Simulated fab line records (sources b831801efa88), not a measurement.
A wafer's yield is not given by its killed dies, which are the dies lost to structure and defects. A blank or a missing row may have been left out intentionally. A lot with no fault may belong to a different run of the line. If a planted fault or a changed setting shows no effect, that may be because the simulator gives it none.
A struck lot beside a sound one + flow sky130 + 20 steps out of a route of 708
Sound: the wafers L193.1, L193.2, L193.5. Wafers struck: L200.1, L200.5, L200.6. The cause is given at the end.
For every step that has rows: the tool of each side, followed by ch and its chambers, followed by its first start. Under that, the readings that differ: sound wafers + struck wafers + difference of the means + sigmas: that difference in standard deviations of wafers without a fault.
alike: a reading whose means differ by less than 2 such deviations, as well as words and numbers matching on both sides. not compared: withheld readings; readings where some wafer has no value; bounds like >300 that might hide an equal value; numbers whose values overlap and for which the record gives no deviation.
A row with sigmas, a row that says differs or no value, or rows on one side alone: a step with any of these is where the two part. Numbers that don't overlap but have no deviation are shown without sigmas and don't part them. Lack of a reading on every wafer of one side parts them only where that side has two or more wafers.

first, 4 steps without rows for these wafers: SKY_METAL2_STRIP_21 (strips in post etch residue remover, time 1200 s); SKY_METAL2_CLEAN_22 (cleans in IPA, time 180 s); SKY_METAL2_CLEAN_23 (cleans in O3/DIW); SKY_VIA2_HDPCVD_00 (deposits SiO2, target thk 1180 nm, time 196.7 s).
SKY_VIA2_THK_MEAS_01:
  sound: film_metro-04 at day 39 03:47; struck: film_metro-04 at day 41 07:02
  alike: VIA2_HDPCVD_THK
SKY_VIA2_CMP_02: polishes SiO2.
  sound on cmp-01 ch 1,3, day 39 03:54; struck on cmp-02 ch 1,2,3, day 41 07:12
  alike: edge_zone_pressure_frac, motor_current_A, retaining_ring_pressure_frac, slurry_filter_dp_kPa, slurry_flow_ml_min
SKY_VIA2_BOW_MEAS_03:
  sound: film_metro-02 at day 39 04:09; struck: film_metro-04 at day 41 07:24
  alike: VIA2_BOW
then, 5 steps without rows for these wafers: SKY_VIA2_DEHYDRATE_04 (time 60 s); SKY_VIA2_HMDS_05 (prime time 60 s); SKY_VIA2_COAT_06 (resist thk 60 nm); SKY_VIA2_COAT_07 (resist thk 450 nm); SKY_VIA2_SOFTBAKE_08 (time 90 s).
SKY_VIA2_EXPOSE_09: exposes mask VIM2, target cd 200 nm.
  sound on krf_scanner-01 ch 0, day 39 17:20; struck on krf_scanner-01 ch 0, day 41 19:31
| reading              | sound             | struck            | difference | sigmas |
|----------------------|-------------------|-------------------|------------|--------|
| exposure_dose_mJ_cm2 | 37.98 38.02 38.04 | 41.09 41.05 41.08 | +3.06      | +78    |
  alike: mask
then, 2 steps without rows for these wafers: SKY_VIA2_PEB_10; SKY_VIA2_DEVELOP_11 (develop time 60 s).
SKY_VIA2_CD_MEAS_12: the cd target is 200 nm.
  sound: cd_sem-01 at day 40 04:52; struck: cd_sem-01 at day 42 07:07
| reading    | sound             | struck            | difference | sigmas |
|------------|-------------------|-------------------|------------|--------|
| cd_nm (nm) | 200.1 201.1 200.2 | 180.7 203.8 178.5 | -12.8      | -11    |
SKY_VIA2_OVL_MEAS_13:
  sound: overlay-01 at day 40 04:59; struck: overlay-02 at day 42 07:14
  alike: VIA2_OVL
SKY_VIA2_ETCH_14: etches BARC in N2/H2, stops on SiO2, time 45.9 s, target depth 60 nm.
  sound on rie_diel-03 ch 0,1,2, day 40 05:01; struck on rie_diel-03 ch 0,1,3, day 42 07:16
  alike: drypump_motor_current_A, oes_product_au, throttle_valve_pct
  not compared: rf_hours_counter_h, model.VIA2.cd_nm
SKY_VIA2_ETCH_15: etches SiO2 in C4F8/O2/Ar, stops on TiN, target depth 546 nm, time 84 s.
  sound on rie_diel-03 ch 0,1,2, day 40 05:04; struck on rie_diel-03 ch 0,1,3, day 42 07:19
  alike: oes_product_au
  not compared: rf_hours_counter_h, model.VIA2.cd_nm
SKY_VIA2_STRIP_16: strips in O2/N2.
  sound on plasma_asher-04 ch 0,1, day 40 05:07; struck on plasma_asher-04 ch 0,1, day 42 07:22
  alike: drypump_motor_current_A, oes_product_au, strip_time_to_endpoint_s
  not compared: rf_hours_counter_h

== WHERE THEY PART ==
First at SKY_VIA2_EXPOSE_09; last, within this record, at SKY_VIA2_CD_MEAS_12. Later steps at which nothing parts them and some readings are alike: SKY_VIA2_OVL_MEAS_13, SKY_VIA2_ETCH_14, SKY_VIA2_ETCH_15, SKY_VIA2_STRIP_16.

WHY: the cause the simulator had injected
Process parameter drift: krf_scanner-01, from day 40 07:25 on, at SKY_VIA2_EXPOSE_09. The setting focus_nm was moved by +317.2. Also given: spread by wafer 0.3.
